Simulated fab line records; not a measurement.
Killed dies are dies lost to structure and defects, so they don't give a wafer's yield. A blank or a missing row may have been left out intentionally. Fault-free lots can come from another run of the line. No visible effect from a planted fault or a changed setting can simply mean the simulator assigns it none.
Which of the tools did it? -- flow gf180mcu -- Sampling: 6 lots, 18 wafers, 4 of 602 route steps

## WHAT THE GAUGES READ, wafer by wafer
GF_LVPWELL_TW_MEAS_11.
lot,measured,on,LVPWELL_TW
L759,day 4 06:13,film_metro-03,557 555 558
L761,day 4 11:43,film_metro-04,564 563 561
L763,day 5 05:50,film_metro-02,559 557 555
L765,day 5 17:01,film_metro-02,554 553 548
L767,day 6 04:41,film_metro-03,561 561 562
L776,day 8 04:24,film_metro-04,569 568 568

## WHAT TOOL EACH LOT RAN ON (gives the tool, then ch and the chambers of the sampled wafers, and finally the start)
lot,GF_STI_ETCH_14,GF_DNWELL_STRIP_08,GF_LVPWELL_SOFTBAKE_03
L759,"rie_si-02 ch 0,2,3, day 2 08:10","plasma_asher-02 ch 0,1, day 3 04:56","litho_track-01 ch 0, day 3 23:29"
L761,"rie_si-02 ch 0,1,3, day 2 16:28","plasma_asher-01 ch 0,1, day 3 09:11","litho_track-02 ch 0, day 4 03:52"
L763,"rie_si-01 ch 0,2,3, day 3 05:17","plasma_asher-04 ch 0,1, day 4 01:26","litho_track-01 ch 0, day 4 22:11"
L765,"rie_si-01 ch 0,1,3, day 3 13:01","plasma_asher-01 ch 0,1, day 4 12:05","litho_track-01 ch 0, day 5 09:02"
L767,"rie_si-02 ch 0,1,3, day 3 23:08","plasma_asher-04 ch 0,1, day 4 23:29","litho_track-04 ch 0, day 5 21:19"
L776,"rie_si-01 ch 0,1,3, day 5 23:22","plasma_asher-04 ch 0,1, day 6 19:03","litho_track-01 ch 0, day 7 19:55"
- GF_STI_ETCH_14: etches Si in HBr/Cl2/O2, target depth 360 nm, time 102.9 s.
- GF_DNWELL_STRIP_08: strips in O2/N2.
- GF_LVPWELL_SOFTBAKE_03

## THE ANSWER, worked out from the rows above alone
Rule: the lots themselves supply what counts as usual. The widest of any qualifying gaps counts: lots, ordered by their means at a reading, are off when they make up no more than a third of the lots, leave a main group of 4 or more, and stand apart from it by 3 or more times the standard deviation of that group's means. A main group whose means are all the same, to the digits that the tables above print for the reading, isn't used. A lot without any number at a reading at which 4 lots or more have one is off too. All remaining lots with rows at the step are treated as sound.
No lot is off at any reading shown: from this, nothing can be told.

## WHAT WAS PUT IN BY THE SIMULATOR
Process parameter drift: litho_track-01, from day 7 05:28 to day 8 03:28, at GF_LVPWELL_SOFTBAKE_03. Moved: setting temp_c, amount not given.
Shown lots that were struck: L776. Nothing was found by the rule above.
